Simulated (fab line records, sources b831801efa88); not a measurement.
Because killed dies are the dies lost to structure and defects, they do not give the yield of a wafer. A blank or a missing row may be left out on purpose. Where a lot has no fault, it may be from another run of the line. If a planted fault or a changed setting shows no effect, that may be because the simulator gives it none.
Matching of chambers / flow gf180mcu / 4 sister chambers for GF_CONTACT_CMP_04 on cmp-01
The step polishes SiO2. 4 wafers are shown with their chamber, then 9 later ones without.

## WAFERS WITH THEIR CHAMBER
wafer=L511.2; chamber=3; motorCurrentA (A)=12.7
wafer=L514.1; chamber=0; motorCurrentA (A)=12.1
wafer=L514.2; chamber=1; motorCurrentA (A)=11.5
wafer=L514.4; chamber=2; motorCurrentA (A)=11.9

## WAFERS WITH NO CHAMBER GIVEN
wafer=L516.1; motorCurrentA (A)=11.7
wafer=L516.2; motorCurrentA (A)=10.9
wafer=L516.6; motorCurrentA (A)=12.3
wafer=L517.4; motorCurrentA (A)=12.9
wafer=L517.5; motorCurrentA (A)=11.2
wafer=L517.6; motorCurrentA (A)=12.0
wafer=L518.2; motorCurrentA (A)=12.8
wafer=L518.3; motorCurrentA (A)=11.4
wafer=L518.5; motorCurrentA (A)=12.5

## THE CHAMBER EACH PASSED THROUGH
wafer=L516.1; from the rows above=can't be placed: 1 or 2 or 0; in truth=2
wafer=L516.2; from the rows above=can't be placed: 1 or 2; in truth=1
wafer=L516.6; from the rows above=can't be placed: 0 or 3 or 2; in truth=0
wafer=L517.4; from the rows above=3; in truth=3
wafer=L517.5; from the rows above=can't be placed: 1 or 2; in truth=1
wafer=L517.6; from the rows above=can't be placed: 0 or 2 or 1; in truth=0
wafer=L518.2; from the rows above=3; in truth=3
wafer=L518.3; from the rows above=can't be placed: 1 or 2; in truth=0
wafer=L518.5; from the rows above=can't be placed: 3 or 0 or 2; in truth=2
Correct placement for 2 of the 9. Unplaceable from these rows: 7, with the true chamber sitting among the candidates in 6. Number placed wrongly: 0.
How it was worked out, from the rows above alone: a wafer's distance from a chamber is the root of the sum, over the readings, of the square of ((its reading less the chamber's mean) divided by the reading's scatter). If the next closest chamber is less than 2 further off than the closest, the wafer can't be placed; otherwise it belongs to the closest. The mean given for a chamber averages the wafers shown for that chamber. The scatter: with one shown wafer a chamber, the root of the mean of the squares of how far each hidden wafer lies from its nearest shown one.
